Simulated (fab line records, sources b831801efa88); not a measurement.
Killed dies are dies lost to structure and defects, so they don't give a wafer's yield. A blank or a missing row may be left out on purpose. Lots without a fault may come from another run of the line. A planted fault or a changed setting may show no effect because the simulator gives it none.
fab line records | flow sky130
record lots=11 wafers=33 last_day=50
route steps=708 shown CAPM@551 METAL3@564 VIA3@573 PAD_OPEN@708
lots that met no fault: from a run of the same line without faults
start_h: hours from the record's first day to the start of the lot's first wafer shown | wait_h: hours since the lot's step before | " the same as in the row above | L1.1+2: a row that stands for several wafers | - no value, or no start given | * or withheld: withheld | < > ~ a bound
route shown NAME@n: a module of which the file shows steps, and the number in the route of the first | usual: mean/standard deviation of fault-free wafers | same: alike in all rows | chamber/n: place in a boat | sites: the reading at each site | _std_site: their standard deviation | _edge_site: outer sites' mean less inner sites' | radius_mm: how far each site lies from the wafer's centre | mask NAME#n: copy n | behind: the tool/chamber that last shaped the wafer | hold: why the lot was held/for how many hours/how that ended | device: the transistor (n, p or np) that didn't switch | end of line: the same wafers' tests at the end of the route | a step without rows: its recipe alone | killed: dies lost to structure and defects at the first sort, not the wafer's yield | map: a wafer's dies, x killed, . not, _ none there
set.NAME: the setting as run; set.NAME@STEP: as run at that earlier step | model.NAME: the simulator's own value behind a step, which no gauge read
steps of the route over a sample of lots; a table a step, a row a wafer
services: from which hour (start_h, from the record's first day; less than 0 if before it) a tool's chamber was out of use, for how many hours, and why
## steps
# step SKY_CAPM_STRIP_14
# recipe chemistry=O2/N2 power_w=1400 pressure_mtorr=1500 platen_temp_c=withheld o2_flow_sccm=3000 n2_flow_sccm=300 overash_fraction=0.5
# usual drypump_motor_current_A=5.4/0.53 oes_product_au=0.710/0.0041 strip_time_to_endpoint_s=12.65/0.048
# same overash_fraction=0.5
# columns lot.wafer tool chamber start_h wait_h drypump_motor_current_A oes_product_au rf_hours_counter_h strip_time_to_endpoint_s
L202.2 plasma_asher-03 1 874.63 0.1 5.7 0.709 42 12.63
L202.4 " 0 " " 4.9 0.708 - 12.72
L202.5 " 1 " " 5.7 0.703 - 12.67
L203.2 plasma_asher-03 0 892.74 0.1 4.9 0.707 43 12.67
L203.4 " 1 " " 5.7 0.705 - 12.59
L203.6 " 1 " " 5.7 0.711 - 12.63
L208.1 plasma_asher-03 0 928.67 0.1 4.9 0.710 47 12.63
L208.4 " 0 " " 4.9 0.717 - 12.63
L208.5 " 0 " " 4.9 0.700 - 12.66
L209.2 plasma_asher-02 1 941.73 0.1 5.0 0.709 22 12.64
L209.5 " 0 " " 5.9 0.713 - 12.66
L209.6 " 1 " " 5.0 0.710 - 12.64
L212.3 plasma_asher-04 0 959.16 0.1 6.2 0.709 - 12.60
L212.4 " 1 " " 4.8 0.717 - 12.64
L212.5 " 1 " " 4.8 0.705 - 12.66
L213.2 plasma_asher-02 0 959.55 0.1 5.9 0.712 24 12.57
L213.3 " 0 " " 5.9 0.705 - 12.61
L213.5 " 1 " " 5.0 0.708 - 12.65
L214.1 plasma_asher-04 0 970.83 0.1 6.2 0.704 114 12.62
L214.5 " 1 " " 4.8 0.712 - 12.63
L214.6 " 0 " " 6.2 0.706 - 12.69
L215.2 plasma_asher-02 0 976.05 0.1 5.9 0.712 25 12.68
L215.4 " 1 " " 5.0 0.714 - 12.73
L215.5 " 1 " " 5.0 0.702 - 12.66
L220.1 plasma_asher-04 1 1011.33 0.1 4.8 0.706 118 12.84
L220.4 " 0 " " 6.2 0.704 - 12.79
L220.5 " 0 " " 6.2 0.703 - 12.73
L221.1 plasma_asher-02 1 1013.98 0.1 5.0 0.704 29 12.63
L221.3 " 1 " " 5.0 0.711 - 12.60
L221.6 " 0 " " 5.9 0.706 - 12.66
L225.1 plasma_asher-04 1 1049.88 0.1 4.8 0.714 122 12.67
L225.4 " 0 " " 6.2 0.709 - 12.69
L225.6 " 1 " " 4.8 0.711 - 12.65
# step SKY_METAL3_OVL_MEAS_14
# usual METAL3_OVL=0/4.6
# columns lot.wafer tool chamber start_h wait_h METAL3_OVL[nm]
L202.2 overlay-01 - 901.21 0.1 -3
L202.4 " - " " -7
L202.5 " - " " -7
L203.2 overlay-02 - 918.26 0.1 -5
L203.4 " - " " -6
L203.6 " - " " -1
L208.1 overlay-01 - 954.13 0.1 -11
L208.4 " - " " -8
L208.5 " - " " 1
L209.2 overlay-02 - 965.96 0.1 2
L209.5 " - " " 7
L209.6 " - " " 0
L212.3 overlay-02 - 984.21 0.1 -1
L212.4 " - " " -1
L212.5 " - " " -11
L213.2 overlay-02 - 984.83 0.1 12
L213.3 " - " " 6
L213.5 " - " " 10
L214.1 overlay-01 - 995.25 0.1 1
L214.5 " - " " 2
L214.6 " - " " 3
L215.2 overlay-01 - 1000.08 0.1 -2
L215.4 " - " " 1
L215.5 " - " " 2
L220.1 overlay-01 - 1035.15 0.1 -7
L220.4 " - " " 3
L220.5 " - " " -2
L221.1 overlay-02 - 1037.30 0.1 -3
L221.3 " - " " 1
L221.6 " - " " 0
L225.1 overlay-02 - 1072.03 0.1 1
L225.4 " - " " -3
L225.6 " - " " -6
# step SKY_METAL3_STRIP_19
# recipe chemistry=O2/N2 power_w=1400 pressure_mtorr=1500 platen_temp_c=withheld o2_flow_sccm=3000 n2_flow_sccm=300 overash_fraction=0.5
# usual drypump_motor_current_A=5.5/0.48 oes_product_au=0.502/0.0051 strip_time_to_endpoint_s=6.52/0.052
# same overash_fraction=0.5
# columns lot.wafer tool chamber start_h wait_h drypump_motor_current_A oes_product_au rf_hours_counter_h strip_time_to_endpoint_s
L202.2 plasma_asher-01 0 901.56 0.1 5.7 0.495 79 6.41
L202.4 " 0 " " 5.7 0.498 - 6.53
L202.5 " 1 " " 5.6 0.504 - 6.45
L203.2 plasma_asher-04 1 918.61 0.1 4.8 0.511 109 6.56
L203.4 " 0 " " 6.2 0.501 - 6.56
L203.6 " 0 " " 6.2 0.506 - 6.51
L208.1 plasma_asher-01 0 954.49 0.1 5.7 0.498 85 6.59
L208.4 " 0 " " 5.7 0.504 - 6.53
L208.5 " 1 " " 5.6 0.502 - 6.52
L209.2 plasma_asher-04 1 966.31 0.1 4.8 0.501 114 6.55
L209.5 " 1 " " 4.8 0.502 - 6.57
L209.6 " 0 " " 6.2 0.504 - 6.54
L212.3 plasma_asher-04 1 984.64 0.1 4.8 0.508 - 6.51
L212.4 " 0 " " 6.2 0.504 - 6.52
L212.5 " 1 " " 4.8 0.497 - 6.50
L213.2 plasma_asher-01 1 985.25 0.2 5.6 0.503 88 6.55
L213.3 " 1 " " 5.6 0.503 - 6.54
L213.5 " 0 " " 5.7 0.509 - 6.50
L214.1 plasma_asher-04 1 995.66 0.1 4.8 0.506 117 6.49
L214.5 " 1 " " 4.8 0.500 - 6.46
L214.6 " 0 " " 6.2 0.497 - 6.43
L215.2 plasma_asher-02 1 1000.50 0.2 5.0 0.497 28 6.61
L215.4 " 0 " " 5.9 0.505 - 6.55
L215.5 " 0 " " 5.9 0.506 - 6.59
L220.1 plasma_asher-04 1 1035.57 0.2 4.8 0.501 120 6.54
L220.4 " 1 " " 4.8 0.508 - 6.61
L220.5 " 1 " " 4.8 0.505 - 6.54
L221.1 plasma_asher-04 1 1037.66 0.1 4.8 0.505 121 6.51
L221.3 " 0 " " 6.2 0.507 - 6.54
L221.6 " 1 " " 4.8 0.500 - 6.53
L225.1 plasma_asher-04 0 1072.39 0.1 6.2 0.499 1 6.52
L225.4 " 0 " " 6.2 0.510 - 6.61
L225.6 " 1 " " 4.8 0.499 - 6.56
# step SKY_VIA3_HDPCVD_00
# recipe material=SiO2 target_thk_nm=1635 sigma_open_frac=0.3 time_s=272.5 temp_c=400 sih4_flow_sccm=60 pressure_mtorr=6
# usual run_length_s=300.3/0.56
# columns lot.wafer tool chamber start_h wait_h run_length_s
L202.2 hdpcvd-02 0 902.16 0.0 299.7
L202.4 " 2 " " 300.5
L202.5 " 1 " " 300.2
L203.2 hdpcvd-01 1 919.25 0.0 301.5
L203.4 " 0 " " 300.8
L203.6 " 2 " " 299.9
L208.1 hdpcvd-02 1 955.42 0.0 299.9
L208.4 " 0 " " 299.7
L208.5 " 2 " " 299.9
L209.2 hdpcvd-01 1 966.91 0.0 301.0
L209.5 " 1 " " 301.4
L209.6 " 2 " " 299.5
L212.3 hdpcvd-01 1 985.27 0.0 301.1
L212.4 " 2 " " 299.9
L212.5 " 1 " " 301.8
L213.2 hdpcvd-01 1 986.24 0.0 288.2
L213.3 " 2 " " 287.0
L213.5 " 0 " " 287.2
L214.1 hdpcvd-02 1 996.25 0.0 300.3
L214.5 " 0 " " 300.1
L214.6 " 2 " " 300.1
L215.2 hdpcvd-01 0 1001.09 0.0 287.4
L215.4 " 1 " " 288.8
L215.5 " 0 " " 287.2
L220.1 hdpcvd-02 0 1036.17 0.0 299.8
L220.4 " 2 " " 299.9
L220.5 " 0 " " 299.9
L221.1 hdpcvd-02 2 1038.26 0.0 300.5
L221.3 " 0 " " 300.2
L221.6 " 2 " " 301.0
L225.1 hdpcvd-01 1 1072.98 0.0 302.0
L225.4 " 2 " " 299.7
L225.6 " 1 " " 301.2
# step SKY_VIA3_THK_MEAS_01
# recipe reads=SiO2_of_VIA3_HDPCVD_00
# usual VIA3_HDPCVD_THK=1625/15
# columns lot.wafer tool chamber start_h wait_h VIA3_HDPCVD_THK[nm]
L202.2 film_metro-01 - 902.33 0.1 1620
L202.4 " - " " 1626
L202.5 " - " " 1621
L203.2 film_metro-02 - 919.43 0.1 1623
L203.4 " - " " 1628
L203.6 " - " " 1609
L208.1 film_metro-01 - 955.59 0.1 1623
L208.4 " - " " 1623
L208.5 " - " " 1618
L209.2 film_metro-01 - 967.08 0.1 1628
L209.5 " - " " 1622
L209.6 " - " " 1614
L212.3 film_metro-01 - 985.46 0.1 1624
L212.4 " - " " 1624
L212.5 " - " " 1617
L213.2 film_metro-01 - 986.42 0.1 1535
L213.3 " - " " 1550
L213.5 " - " " 1542
L214.1 film_metro-01 - 996.42 0.1 1618
L214.5 " - " " 1634
L214.6 " - " " 1632
L215.2 film_metro-03 - 1001.27 0.1 1545
L215.4 " - " " 1528
L215.5 " - " " 1534
L220.1 film_metro-01 - 1036.34 0.1 1628
L220.4 " - " " 1642
L220.5 " - " " 1637
L221.1 film_metro-02 - 1038.43 0.1 1655
L221.3 " - " " 1648
L221.6 " - " " 1640
L225.1 film_metro-02 - 1073.15 0.1 1625
L225.4 " - " " 1629
L225.6 " - " " 1622
# step SKY_PAD_OPEN_PROBE_99
# usual defect_limited_yield=82.8/2 killed_at_M0_to_M3=43/7.2 killed_at_M4_up=3.0/2 killed_at_contacts=24/5.5 killed_at_front_end=15/4.2 killed_at_other=0.3/0.51 killed_dies=85/10 killed_open=46/7.3 killed_short=38/6.4 sort_bin_3_pad_short=0.9/0.42 sort_bin_5_function=10.3/1.5 sort_bin_6_memory=6.0/1.2 sort_n_pass=407/10 sort_yield_pct=82.8/2
# same gross_dies=492 killed_at_back_side=0 sort_bin_4_leakage[%]=0 sort_bin_8_speed[%]=0
# columns lot.wafer tool chamber start_h wait_h defect_limited_yield[%] killed_at_M0_to_M3 killed_at_M4_up killed_at_contacts killed_at_front_end killed_at_other killed_dies killed_open killed_short sort_bin_3_pad_short[%] sort_bin_5_function[%] sort_bin_6_memory[%] sort_n_pass sort_yield_pct[%]
L202.2 prober-02 - 1076.23 0.1 82.7 50 2 18 13 2 85 47 38 0.8 11.2 5.3 407 82.7
L202.4 prober-02 - 1076.33 0.2 82.1 40 2 29 16 1 88 39 49 0.6 10.0 7.3 404 82.1
L202.5 prober-02 - 1076.38 0.2 79.5 61 2 28 8 2 101 61 40 1.0 13.4 6.1 391 79.5
L203.2 prober-01 - 1090.73 0.1 81.7 41 3 34 11 1 90 45 45 0.6 10.8 6.9 402 81.7
L203.4 prober-01 - 1090.83 0.2 82.5 44 2 31 9 0 86 52 34 0 11.6 5.9 406 82.5
L203.6 prober-01 - 1090.93 0.2 81.9 48 5 29 7 0 89 45 44 0.4 9.8 7.9 403 81.9
L208.1 prober-02 - 1120.70 0.1 79.9 40 3 26 29 1 99 49 50 1.4 12.0 6.7 393 79.9
L208.4 prober-02 - 1120.85 0.2 84.8 46 2 14 13 0 75 41 34 0.2 10.0 5.1 417 84.8
L208.5 prober-02 - 1120.90 0.2 79.7 47 4 28 21 0 100 58 42 1.2 12.0 7.1 392 79.7
L209.2 prober-02 - 1130.72 0.1 84.3 41 4 22 10 0 77 35 42 0.8 9.6 5.3 415 84.3
L209.5 prober-02 - 1130.87 0.2 83.7 35 1 28 15 1 80 42 38 0.6 11.4 4.3 412 83.7
L209.6 prober-02 - 1130.92 0.2 84.8 40 2 21 12 0 75 50 25 0.4 10.6 4.3 417 84.8
L212.3 prober-01 - 1142.23 0.2 80.5 52 1 31 12 0 96 53 43 0.6 10.0 8.9 396 80.5
L212.4 prober-01 - 1142.28 0.2 81.3 56 3 19 14 0 92 59 33 0.6 11.2 6.9 400 81.3
L212.5 prober-01 - 1142.33 0.2 82.9 45 2 24 13 0 84 50 34 0.4 10.8 5.9 408 82.9
L213.2 prober-02 - 1143.87 0.1 85.4 35 1 19 17 0 72 31 41 1.6 7.9 5.1 420 85.4
L213.3 prober-02 - 1143.92 0.2 83.3 35 3 32 12 0 82 43 39 0.4 8.3 7.9 410 83.3
L213.5 prober-02 - 1144.02 0.2 83.1 47 4 15 17 0 83 44 39 0.8 10.8 5.3 409 83.1
L214.1 prober-01 - 1152.64 0.1 81.3 50 6 17 19 0 92 46 46 0.2 12.8 5.7 400 81.3
L214.5 prober-01 - 1152.84 0.2 83.3 51 3 21 7 0 82 38 44 1.2 7.1 8.3 410 83.3
L214.6 prober-01 - 1152.89 0.2 84.1 43 2 21 12 0 78 39 39 0.6 9.8 5.5 414 84.1
L215.2 prober-02 - 1156.60 0.1 80.5 46 6 27 17 0 96 52 44 0.8 12.0 6.7 396 80.5
L215.4 prober-02 - 1156.70 0.2 81.3 42 4 24 22 0 92 47 45 0.8 11.6 6.3 400 81.3
L215.5 prober-02 - 1156.75 0.2 85.2 34 3 22 14 0 73 32 41 1.2 8.1 5.5 419 85.2
L220.1 prober-01 - 1182.22 0.1 85.0 36 3 18 17 0 74 40 34 0.4 10.6 4.1 418 85.0
L220.4 prober-01 - 1182.37 0.2 82.7 46 3 22 14 0 85 43 42 0.6 9.1 7.5 407 82.7
L220.5 prober-01 - 1182.42 0.2 82.9 40 2 19 22 1 84 50 34 0.6 8.9 7.5 408 82.9
L221.1 prober-02 - 1184.72 0.1 83.3 39 2 24 17 0 82 54 28 0.6 11.6 4.5 410 83.3
L221.3 prober-02 - 1184.82 0.2 84.6 34 2 25 15 0 76 44 32 0.4 9.1 5.9 416 84.6
L221.6 prober-02 - 1184.97 0.2 84.6 37 2 19 18 0 76 43 33 0.4 8.3 6.7 416 84.6
L225.1 prober-01 - 1210.98 0.1 82.7 46 1 23 14 1 85 47 38 0.2 10.8 6.3 407 82.7
L225.4 prober-01 - 1211.13 0.2 87.4 29 1 14 18 0 62 31 31 0.2 9.1 3.3 430 87.4
L225.6 prober-01 - 1211.23 0.2 84.3 47 2 15 13 0 77 43 34 0.8 10.4 4.5 415 84.3
# killed by level:class
L202.2 CONTACT:geometric_particle:open=10 METAL1:geometric_particle:short=7 VIA1:geometric_particle:open=7 VIA3:geometric_particle:open=7 VIA2:geometric_particle:open=6 VIA1:geometric_particle:short=6 VIA2:geometric_particle:short=6 LI_CONTACT:geometric_particle:open=5
L202.4 CONTACT:geometric_particle:open=12 VIA1:geometric_particle:short=10 METAL1:geometric_particle:short=8 LI_CONTACT:geometric_particle:open=7 LI_CONTACT:geometric_particle:short=6 FIELD_ISO:geometric_particle:short=5 FIELD_ISO:geometric_particle:open=4 VIA2:geometric_particle:open=4
L202.5 VIA1:geometric_particle:open=14 LI_CONTACT:geometric_particle:open=12 VIA3:geometric_particle:open=12 VIA3:geometric_particle:short=7 VIA1:geometric_particle:short=6 VIA2:geometric_particle:open=6 METAL3:geometric_particle:short=4 CONTACT:geometric_particle:short=4
L203.2 VIA3:geometric_particle:open=10 CONTACT:geometric_particle:open=9 CONTACT:geometric_particle:short=8 LI_CONTACT:geometric_particle:open=7 LOCAL_INTERCONNECT:geometric_particle:short=6 VIA1:geometric_particle:open=5 METAL1:geometric_particle:short=5 METAL2:geometric_particle:short=5
L203.4 CONTACT:geometric_particle:open=12 VIA3:geometric_particle:open=9 VIA2:geometric_particle:open=8 VIA1:geometric_particle:open=8 LI_CONTACT:geometric_particle:open=6 METAL2:geometric_particle:short=5 LI_CONTACT:geometric_particle:short=4 LOCAL_INTERCONNECT:geometric_particle:short=4
L203.6 VIA1:geometric_particle:open=17 CONTACT:geometric_particle:open=9 VIA1:geometric_particle:short=9 LI_CONTACT:geometric_particle:open=7 LOCAL_INTERCONNECT:geometric_particle:short=6 VIA3:geometric_particle:short=5 VIA2:geometric_particle:short=4 VIA2:geometric_particle:open=4
L208.1 CONTACT:geometric_particle:open=11 FIELD_ISO:geometric_particle:short=10 FIELD_ISO:geometric_particle:open=8 VIA1:geometric_particle:open=8 VIA1:geometric_particle:short=6 VIA2:geometric_particle:open=6 LI_CONTACT:geometric_particle:open=5 METAL2:geometric_particle:short=5
L208.4 VIA1:geometric_particle:open=12 VIA3:geometric_particle:open=6 METAL2:geometric_particle:short=6 LI_CONTACT:geometric_particle:open=5 CONTACT:geometric_particle:short=5 VIA1:geometric_particle:short=5 VIA2:geometric_particle:short=4 VIA2:geometric_particle:open=4
L208.5 CONTACT:geometric_particle:open=10 VIA1:geometric_particle:open=9 VIA3:geometric_particle:open=8 LI_CONTACT:geometric_particle:open=7 VIA2:geometric_particle:open=7 VIA1:geometric_particle:short=7 FIELD_ISO:geometric_particle:open=6 POLY_GATE:geometric_particle:open=6
L209.2 CONTACT:geometric_particle:open=9 CONTACT:geometric_particle:short=7 VIA2:geometric_particle:short=7 VIA1:geometric_particle:short=6 VIA1:geometric_particle:open=6 METAL3:geometric_particle:short=4 VIA3:geometric_particle:open=4 VIA2:geometric_particle:open=4
L209.5 CONTACT:geometric_particle:open=10 CONTACT:geometric_particle:short=7 VIA3:geometric_particle:open=6 LI_CONTACT:geometric_particle:open=6 VIA2:geometric_particle:open=6 VIA1:geometric_particle:short=6 FIELD_ISO:geometric_particle:open=4 FIELD_ISO:geometric_particle:short=4
L209.6 CONTACT:geometric_particle:open=12 VIA1:geometric_particle:open=9 VIA3:geometric_particle:open=7 FIELD_ISO:geometric_particle:open=4 LI_CONTACT:geometric_particle:open=4 METAL1:geometric_particle:short=4 VIA1:geometric_particle:short=4 VIA2:geometric_particle:open=4
L212.3 VIA1:geometric_particle:open=17 LOCAL_INTERCONNECT:geometric_particle:short=12 CONTACT:geometric_particle:open=9 METAL1:geometric_particle:short=7 VIA3:geometric_particle:open=7 VIA1:geometric_particle:short=6 LI_CONTACT:geometric_particle:open=5 VIA2:geometric_particle:open=5
L212.4 VIA3:geometric_particle:open=14 VIA1:geometric_particle:open=13 FIELD_ISO:geometric_particle:open=8 CONTACT:geometric_particle:open=7 LI_CONTACT:geometric_particle:open=6 METAL2:geometric_particle:short=6 METAL1:geometric_particle:short=5 VIA1:geometric_particle:short=4
L212.5 CONTACT:geometric_particle:open=11 VIA1:geometric_particle:open=10 VIA2:geometric_particle:open=7 METAL1:geometric_particle:short=6 METAL2:geometric_particle:short=5 VIA3:geometric_particle:open=5 POLY_GATE:geometric_particle:open=4 LOCAL_INTERCONNECT:geometric_particle:short=4
L213.2 VIA1:geometric_particle:short=9 CONTACT:geometric_particle:open=7 METAL2:geometric_particle:short=6 VIA1:geometric_particle:open=5 FIELD_ISO:geometric_particle:short=4 CONTACT:geometric_particle:short=4 METAL1:geometric_particle:short=4 SPACER:geometric_particle:short=3
L213.3 LI_CONTACT:geometric_particle:open=10 LOCAL_INTERCONNECT:geometric_particle:short=7 CONTACT:geometric_particle:open=7 VIA2:geometric_particle:open=6 VIA1:geometric_particle:open=6 CONTACT:geometric_particle:short=5 VIA2:geometric_particle:short=5 FIELD_ISO:geometric_particle:short=4
L213.5 VIA1:geometric_particle:open=17 CONTACT:geometric_particle:open=7 FIELD_ISO:geometric_particle:open=5 VIA2:geometric_particle:open=5 METAL2:geometric_particle:short=5 METAL1:geometric_particle:short=4 VIA1:geometric_particle:short=4 VIA3:geometric_particle:open=4
L214.1 VIA1:geometric_particle:open=9 CONTACT:geometric_particle:open=8 VIA1:geometric_particle:short=8 VIA3:geometric_particle:open=7 POLY_GATE:geometric_particle:short=6 METAL1:geometric_particle:short=6 METAL2:geometric_particle:short=5 POLY_CUT:geometric_particle:open=4
L214.5 CONTACT:geometric_particle:open=8 LI_CONTACT:geometric_particle:open=7 METAL1:geometric_particle:short=7 VIA2:geometric_particle:open=7 METAL2:geometric_particle:short=6 VIA1:geometric_particle:short=6 VIA1:geometric_particle:open=5 METAL3:geometric_particle:short=5
L214.6 VIA1:geometric_particle:open=8 VIA2:geometric_particle:open=7 LOCAL_INTERCONNECT:geometric_particle:short=6 CONTACT:geometric_particle:open=6 METAL2:geometric_particle:short=6 VIA3:geometric_particle:open=6 METAL1:geometric_particle:short=5 POLY_GATE:geometric_particle:open=4
L215.2 VIA1:geometric_particle:open=12 CONTACT:geometric_particle:open=9 LI_CONTACT:geometric_particle:open=8 VIA2:geometric_particle:open=7 METAL2:geometric_particle:short=7 FIELD_ISO:geometric_particle:open=5 METAL4:geometric_particle:short=5 POLY_GATE:geometric_particle:short=4
L215.4 METAL2:geometric_particle:short=9 POLY_GATE:geometric_particle:short=8 LI_CONTACT:geometric_particle:open=8 CONTACT:geometric_particle:open=8 VIA1:geometric_particle:open=8 VIA3:geometric_particle:open=7 VIA2:geometric_particle:open=5 FIELD_ISO:geometric_particle:open=4
L215.5 VIA1:geometric_particle:open=7 CONTACT:geometric_particle:short=7 VIA3:geometric_particle:open=6 CONTACT:geometric_particle:open=5 POLY_GATE:geometric_particle:short=4 LI_CONTACT:geometric_particle:short=4 LOCAL_INTERCONNECT:geometric_particle:short=3 METAL1:geometric_particle:short=3
L220.1 LI_CONTACT:geometric_particle:open=7 VIA3:geometric_particle:open=7 CONTACT:geometric_particle:open=6 FIELD_ISO:geometric_particle:open=5 METAL2:geometric_particle:short=5 VIA1:geometric_particle:open=5 VIA3:geometric_particle:short=5 FIELD_ISO:geometric_particle:short=4
L220.4 VIA1:geometric_particle:open=10 LI_CONTACT:geometric_particle:open=7 METAL2:geometric_particle:short=7 CONTACT:geometric_particle:open=6 VIA3:geometric_particle:open=6 METAL1:geometric_particle:short=5 VIA2:geometric_particle:short=4 FIELD_ISO:geometric_particle:open=3
L220.5 FIELD_ISO:geometric_particle:open=9 VIA3:geometric_particle:open=9 VIA1:geometric_particle:open=8 CONTACT:geometric_particle:open=7 LI_CONTACT:geometric_particle:open=6 METAL2:geometric_particle:short=6 VIA1:geometric_particle:short=5 VIA2:geometric_particle:open=5
L221.1 CONTACT:geometric_particle:open=11 VIA1:geometric_particle:open=11 POLY_GATE:geometric_particle:open=8 VIA2:geometric_particle:open=7 LI_CONTACT:geometric_particle:open=5 VIA3:geometric_particle:open=4 LOCAL_INTERCONNECT:geometric_particle:short=4 METAL2:geometric_particle:short=4
L221.3 CONTACT:geometric_particle:open=7 VIA1:geometric_particle:open=7 LI_CONTACT:geometric_particle:open=6 METAL1:geometric_particle:short=6 POLY_GATE:geometric_particle:open=5 VIA2:geometric_particle:open=5 POLY_GATE:geometric_particle:short=4 LI_CONTACT:geometric_particle:short=4
L221.6 CONTACT:geometric_particle:open=10 VIA1:geometric_particle:open=8 VIA2:geometric_particle:open=6 FIELD_ISO:geometric_particle:short=5 METAL2:geometric_particle:short=5 POLY_GATE:geometric_particle:short=4 POLY_GATE:geometric_particle:open=4 CONTACT:geometric_particle:short=4
L225.1 VIA1:geometric_particle:open=10 POLY_GATE:geometric_particle:open=7 CONTACT:geometric_particle:open=7 LI_CONTACT:geometric_particle:open=6 METAL2:geometric_particle:short=6 VIA3:geometric_particle:open=6 LOCAL_INTERCONNECT:geometric_particle:short=5 VIA2:geometric_particle:open=5
L225.4 VIA1:geometric_particle:open=10 CONTACT:geometric_particle:open=7 METAL2:geometric_particle:short=6 VIA3:geometric_particle:open=5 POLY_GATE:geometric_particle:short=4 VIA2:geometric_particle:short=4 FIELD_ISO:geometric_particle:short=3 POLY_GATE:geometric_particle:open=3
L225.6 VIA1:geometric_particle:open=12 VIA2:geometric_particle:open=8 CONTACT:geometric_particle:open=7 VIA1:geometric_particle:short=6 CONTACT:geometric_particle:short=5 METAL2:geometric_particle:short=5 VIA3:geometric_particle:open=5 POLY_GATE:geometric_particle:open=4
## services
# columns tool chamber start_h hours kind
plasma_asher-03 - 850.70 15.1 repair
plasma_asher-01 - 859.13 0.9 repair
plasma_asher-01 - 864.60 0.7 repair
hdpcvd-02 - 866.10 0.7 repair
plasma_asher-02 - 881.66 1.8 repair
plasma_asher-03 - 895.81 5.2 repair
plasma_asher-04 - 896.20 10.9 repair
hdpcvd-01 - 932.67 0.4 repair
plasma_asher-03 - 939.72 4.4 repair
hdpcvd-01 - 950.35 15.0 pm
hdpcvd-01 0 950.35 15.0 vent_cycle
hdpcvd-01 1 950.35 15.0 vent_cycle
hdpcvd-01 2 950.35 15.0 vent_cycle
plasma_asher-03 - 963.27 1.4 repair
hdpcvd-01 0 965.35 - clean
plasma_asher-01 - 1014.60 1.4 repair
plasma_asher-04 - 1021.11 1.4 repair
hdpcvd-02 2 1040.23 5.6 repair
plasma_asher-04 - 1055.25 9.0 pm
plasma_asher-04 0 1055.25 9.0 vent_cycle
plasma_asher-04 1 1055.25 9.0 vent_cycle
plasma_asher-04 0 1064.25 - clean
plasma_asher-04 1 1064.25 - clean
plasma_asher-03 - 1066.71 4.0 repair
## key
first_sign step=SKY_VIA3_HDPCVD_00 reading=run_length_s direction=down sigmas=23 usual=* struck=*
effect step=SKY_VIA3_THK_MEAS_01 reading=VIA3_HDPCVD_THK direction=down sigmas=5.7 usual=1625 struck=1539
met_at SKY_VIA3_HDPCVD_00
struck_lots L213,L215
not_acting_at SKY_CAPM_STRIP_14,SKY_METAL3_OVL_MEAS_14,SKY_METAL3_STRIP_19
onset_between 985.27 986.24
fault kind=process_parameter_drift tool=hdpcvd-01 chamber=- onset_h=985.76 steps=SKY_VIA3_HDPCVD_00 channel=time_s offset=* shape=step end_h=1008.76 acts_in=* stated=*
